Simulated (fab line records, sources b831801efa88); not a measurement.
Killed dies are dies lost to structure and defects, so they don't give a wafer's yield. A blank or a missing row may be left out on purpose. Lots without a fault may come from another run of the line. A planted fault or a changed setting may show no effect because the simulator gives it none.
One fault seen from 2 desks | flow gf180mcu | each desk has only its own numbers; what lay behind them comes last

THE METROLOGY DESK
What the gauges read, lot by lot, whatever tool the lot ran on: means of the sampled wafers that have a number. A lot is out of limits, marked OUT, if its mean lies more than 4 standard deviations from the usual mean; the brackets give that distance.
Columns: A = CONTACT_W_RS at GF_CONTACT_RS_MEAS_25, usual 0.380 ohm/sq; B = CONTACT_W_THK at GF_CONTACT_THK_MEAS_26, usual 298 nm; C = V5_OVL at GF_V5_OVL_MEAS_15, usual -4 nm
lot  | first seen here | A               | B             | C
L594 | day 17 04:13    | 0.380           | 297           | 0
L595 | day 17 13:24    | 0.379           | 298           | -3
L598 | day 19 08:01    | 0.738 (+65) OUT | 198 (-20) OUT | -2
L599 | day 19 09:28    | 0.610 (+42) OUT | 235 (-13) OUT | -8
L601 | day 20 02:56    | 0.757 (+69) OUT | 203 (-19) OUT | 0
L607 | day 22 01:11    | 0.382           | 292           | -5
L608 | day 22 07:03    | 0.381           | 300           | -1
L609 | day 22 14:25    | 0.385           | 297           | -3
L610 | day 22 22:37    | 0.374           | 300           | -5
L611 | day 23 03:39    | 0.378           | 299           | -15
L613 | day 23 22:13    | 0.383           | 291           | -4
L614 | day 24 05:22    | 0.378           | 297           | -3
This desk's finding: out of limits on L598, L599, L601; first on L598, day 19 08:01 (CONTACT_W_RS at GF_CONTACT_RS_MEAS_25). In limits: L594, L595, L607, L608, L609, L610, L611, L613, L614.

THE TOOL OWNER'S DESK: cvd_w-02
The tool's own readings at GF_CONTACT_CVD_24 (deposits W, target thk 300 nm, time 90.339 s): means of the sampled wafers that have a number, for each lot that ran on this tool. A lot is out of limits, marked OUT, if its mean lies more than 4 standard deviations from the usual mean; the brackets give that distance.
Columns: A = heater_power_w at GF_CONTACT_CVD_24, usual 876 W
lot  | first seen here | A
L595 | day 17 13:17    | 1044
L598 | day 19 07:55    | 954
L599 | day 19 09:22    | 1054
L601 | day 20 02:49    | 951
L609 | day 22 14:19    | 916
L610 | day 22 22:30    | 1060
L611 | day 23 03:32    | 994
L613 | day 23 22:07    | 918
L614 | day 24 05:16    | 912
This desk's finding: nothing out of limits on any of the 9 lots.

PUT TOGETHER
The metrology desk could have raised an alarm at day 19 08:01, on L598, L599, L601.
The tool owner's desk saw nothing out of limits.
The tool owner's desk has L598, L599, L601 on record, within its limits.
Of the lots named, all ran GF_CONTACT_CVD_24 on cvd_w-02.

WHAT THE SIMULATOR HAD PUT IN
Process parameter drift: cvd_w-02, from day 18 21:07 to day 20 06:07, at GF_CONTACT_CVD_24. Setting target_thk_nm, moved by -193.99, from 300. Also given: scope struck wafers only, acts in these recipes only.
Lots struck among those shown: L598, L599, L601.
Hours from the fault's start to each desk's first reading out of limits: the metrology desk, 11.
